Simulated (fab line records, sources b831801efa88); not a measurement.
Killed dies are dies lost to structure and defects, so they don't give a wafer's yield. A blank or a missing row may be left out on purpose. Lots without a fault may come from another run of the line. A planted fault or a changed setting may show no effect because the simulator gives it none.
Which tool did it? | flow sky130 | 13 lots, 35 wafers sampled, at 4 steps of a route of 708

WHAT THE GAUGES READ, wafer by wafer
SKY_VT_ADJUST_HVTR_TW_MEAS_11.
lot  | measured     | on            | VT_ADJUST_HVTR_TW
L322 | day 8 02:10  | film_metro-02 | 213.1 214.0 214.8
L323 | day 9 11:14  | film_metro-03 | 208.6 209.8 208.8
L331 | day 12 15:43 | film_metro-01 | 210.4 210.1
L332 | day 12 22:41 | film_metro-03 | 210.4 209.0
L333 | day 13 02:46 | film_metro-02 | 216.0
L334 | day 13 11:16 | film_metro-01 | 211.0 211.2 212.2
L335 | day 13 18:23 | film_metro-02 | 213.9 214.2 215.1
L337 | day 14 09:02 | film_metro-02 | 214.5 214.8 213.3
L339 | day 15 05:25 | film_metro-02 | 213.6 214.4 214.0
L340 | day 15 12:16 | film_metro-03 | 209.3 208.6 208.7
L342 | day 16 08:43 | film_metro-03 | 208.0 207.9 209.1
L344 | day 17 02:55 | film_metro-03 | 209.2 209.6 208.1
L345 | day 17 12:13 | film_metro-02 | 214.1 214.0 214.7

SKY_GATE_OXIDE_TW_MEAS_14.
lot  | measured     | on            | GATE_OXIDE_TW
L322 | day 12 06:50 | film_metro-01 | 223.4 223.0 223.4
L323 | day 13 22:04 | film_metro-01 | 224.1 224.6 225.6
L331 | day 17 13:30 | film_metro-02 | 234.7 228.3
L332 | day 17 21:10 | film_metro-02 | 227.7 233.7
L333 | day 18 06:14 | film_metro-03 | 224.1
L334 | day 20 10:41 | film_metro-02 | 224.6 225.3 224.3
L335 | day 20 10:24 | film_metro-03 | 222.3 222.2 222.5
L337 | day 20 10:53 | film_metro-01 | 221.0 222.4 222.4
L339 | day 20 12:36 | film_metro-02 | 224.1 223.9 224.3
L340 | day 20 15:39 | film_metro-02 | 225.7 224.9 224.3
L342 | day 21 18:54 | film_metro-02 | 225.5 225.2 224.1
L344 | day 22 11:20 | film_metro-02 | 225.3 225.3 225.5
L345 | day 22 23:14 | film_metro-01 | 221.7 222.1 221.2

WHICH TOOL RAN EACH LOT (tool, then ch and the chambers of the sampled wafers, then the start)
lot  | SKY_VT_ADJUST_HVTP_STRIP_10          | SKY_GATE_OXIDE_IMPLANT_11
L322 | plasma_asher-04 ch 0,1, day 4 20:58  | implanter-04 ch 0, day 12 06:29
L323 | plasma_asher-04 ch 0,1, day 6 01:52  | implanter-04 ch 0, day 13 21:43
L331 | plasma_asher-03 ch 0,1, day 8 15:14  | implanter-04 ch 0, day 17 13:12
L332 | plasma_asher-03 ch 0, day 8 22:11    | implanter-04 ch 0, day 17 20:50
L333 | plasma_asher-01 ch 0, day 9 02:32    | implanter-04 ch 0, day 18 05:52
L334 | plasma_asher-01 ch 0,1, day 9 09:38  | implanter-03 ch 0, day 20 10:14
L335 | plasma_asher-03 ch 0,1, day 9 14:19  | implanter-02 ch 0, day 20 09:58
L337 | plasma_asher-04 ch 0,1, day 10 03:38 | implanter-02 ch 0, day 20 10:33
L339 | plasma_asher-01 ch 0,1, day 10 23:19 | implanter-03 ch 0, day 20 12:16
L340 | plasma_asher-04 ch 0,1, day 11 04:07 | implanter-04 ch 0, day 20 15:13
L342 | plasma_asher-04 ch 0,1, day 11 23:50 | implanter-02 ch 0, day 21 18:33
L344 | plasma_asher-01 ch 0,1, day 12 14:25 | implanter-04 ch 0, day 22 10:59
L345 | plasma_asher-01 ch 0,1, day 13 00:46 | implanter-04 ch 0, day 22 22:53
- SKY_VT_ADJUST_HVTP_STRIP_10: strips in O2/N2.
- SKY_GATE_OXIDE_IMPLANT_11

WHAT THE TOOLS THEMSELVES READ (means of the sampled wafers that have a number; where no wafer has one, the mark that the record gives instead)
SKY_VT_ADJUST_HVTP_STRIP_10.
lot  | tool            | drypump_motor_current_A (A) | oes_product_au (a.u.) | strip_time_to_endpoint_s (s)
L322 | plasma_asher-04 | 5.5                         | 0.714                 | 14.18
L323 | plasma_asher-04 | 5.5                         | 0.719                 | 14.18
L331 | plasma_asher-03 | 5.5                         | 0.716                 | 14.09
L332 | plasma_asher-03 | 5.7                         | 0.714                 | 14.15
L333 | plasma_asher-01 | 5.5                         | 0.715                 | 14.13
L334 | plasma_asher-01 | 5.7                         | 0.712                 | 14.12
L335 | plasma_asher-03 | 5.6                         | 0.716                 | 14.20
L337 | plasma_asher-04 | 5.9                         | 0.714                 | 14.17
L339 | plasma_asher-01 | 5.6                         | 0.717                 | 14.17
L340 | plasma_asher-04 | 5.5                         | 0.717                 | 14.14
L342 | plasma_asher-04 | 5.9                         | 0.718                 | 14.15
L344 | plasma_asher-01 | 5.6                         | 0.716                 | 14.24
L345 | plasma_asher-01 | 5.6                         | 0.716                 | 14.24

SKY_GATE_OXIDE_IMPLANT_11.
lot  | tool         | beam_on_s (s) | faraday_current_uA
L322 | implanter-04 | 10.29         | 14.3
L323 | implanter-04 | 10.04         | 14.6
L331 | implanter-04 | 10.64         | 13.9
L332 | implanter-04 | 10.43         | 14.1
L333 | implanter-04 | 9.75          | 15.0
L334 | implanter-03 | 9.96          | 14.7
L335 | implanter-02 | 9.95          | 14.7
L337 | implanter-02 | 9.96          | 14.8
L339 | implanter-03 | 9.85          | 14.9
L340 | implanter-04 | 9.96          | 14.7
L342 | implanter-02 | 10.19         | 14.4
L344 | implanter-04 | 10.06         | 14.6
L345 | implanter-04 | 10.09         | 14.6

THE ANSWER, worked out from the rows above alone
Rule: what is usual is taken from the lots themselves. Put in order of their means at a reading, lots are off if they are a third of the lots or fewer, leave a main group of 4 or more, and stand apart from it by a gap of 3 or more times the standard deviation of the main group's means; of several such gaps the widest counts. A main group whose means are all the same, to the digits that the tables above print for the reading, isn't used. A lot without any number at a reading at which 4 lots or more have one is off too. The other lots that the step has rows for count as sound. The gauges are gone through in route order, then the tools' own readings, and for those a lot's mean is taken as printed above. The first step at which some lot is off is used, and at that step the reading that is off furthest; a lot without a number counts as furthest.
Off: L331, L332, at SKY_GATE_OXIDE_TW_MEAS_14 (GATE_OXIDE_TW). The main group: mean 223.8, standard deviation 1.3.
A tool fits if, at a process step before that reading, it ran every lot that is off, and no sound lot after the first of them. The gauges at SKY_GATE_OXIDE_TW_MEAS_14 are tried like those tools. None of those tried fits.

WHAT THE SIMULATOR HAD PUT IN
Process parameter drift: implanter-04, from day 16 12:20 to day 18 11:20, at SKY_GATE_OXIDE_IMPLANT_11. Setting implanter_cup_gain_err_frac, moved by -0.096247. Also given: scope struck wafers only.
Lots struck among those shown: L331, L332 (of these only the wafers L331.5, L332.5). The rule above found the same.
